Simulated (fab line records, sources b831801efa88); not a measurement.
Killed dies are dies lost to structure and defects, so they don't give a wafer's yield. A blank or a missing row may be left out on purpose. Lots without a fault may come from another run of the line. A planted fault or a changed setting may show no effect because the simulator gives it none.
Chamber matching | flow gf180mcu | GF_STI_ETCH_14 on rie_si-02: 4 sister chambers
The step etches Si in HBr/Cl2/O2, target depth 360 nm, time 102.9 s. 8 wafers are shown with their chamber, then 7 later ones without.

WAFERS WITH THEIR CHAMBER
wafer  | chamber | drypump_motor_current_A (A) | oes_product_au (a.u.)
L681.1 | 1       | 5.6                         | 1.000
L683.4 | 3       | 5.4                         | 1.012
L683.5 | 1       | 5.6                         | 1.005
L683.6 | 2       | 5.9                         | 0.990
L688.1 | 3       | 5.4                         | 1.009
L688.5 | 0       | 5.4                         | 1.014
L689.1 | 0       | 5.3                         | 1.016
L689.2 | 2       | 6.0                         | 0.997

WAFERS WITHOUT THEIR CHAMBER
wafer  | drypump_motor_current_A (A) | oes_product_au (a.u.)
L689.5 | 5.4                         | 1.006
L696.2 | 6.0                         | 0.999
L696.4 | 5.3                         | 0.991
L696.6 | 5.4                         | 0.997
L703.1 | 5.6                         | 1.005
L703.3 | 5.4                         | 0.999
L703.5 | 5.6                         | 1.018

WHICH CHAMBER EACH WENT THROUGH
wafer  | from the rows above          | in truth
L689.5 | can't be placed: 3 or 0      | 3
L696.2 | 2                            | 2
L696.4 | can't be placed: 3 or 1 or 0 | 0
L696.6 | can't be placed: 3 or 1 or 0 | 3
L703.1 | 1                            | 1
L703.3 | can't be placed: 3 or 1 or 0 | 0
L703.5 | can't be placed: 3 or 1 or 0 | 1
Placed correctly: 2 of 7. Can't be placed from these rows: 5 (the true chamber is among the candidates in 5). Placed wrongly: 0.
How it was worked out, from the rows above alone: a wafer's distance from a chamber is the root of the sum, over the readings, of the square of ((its reading less the chamber's mean) divided by the reading's scatter). The wafer belongs to the nearest chamber; if the next one is less than 2 further off, it can't be placed. A chamber's mean is the mean of its shown wafers. The scatter: the root of (the sum of the squares of (reading less its chamber's mean) over the shown wafers, divided by (wafers less chambers)).
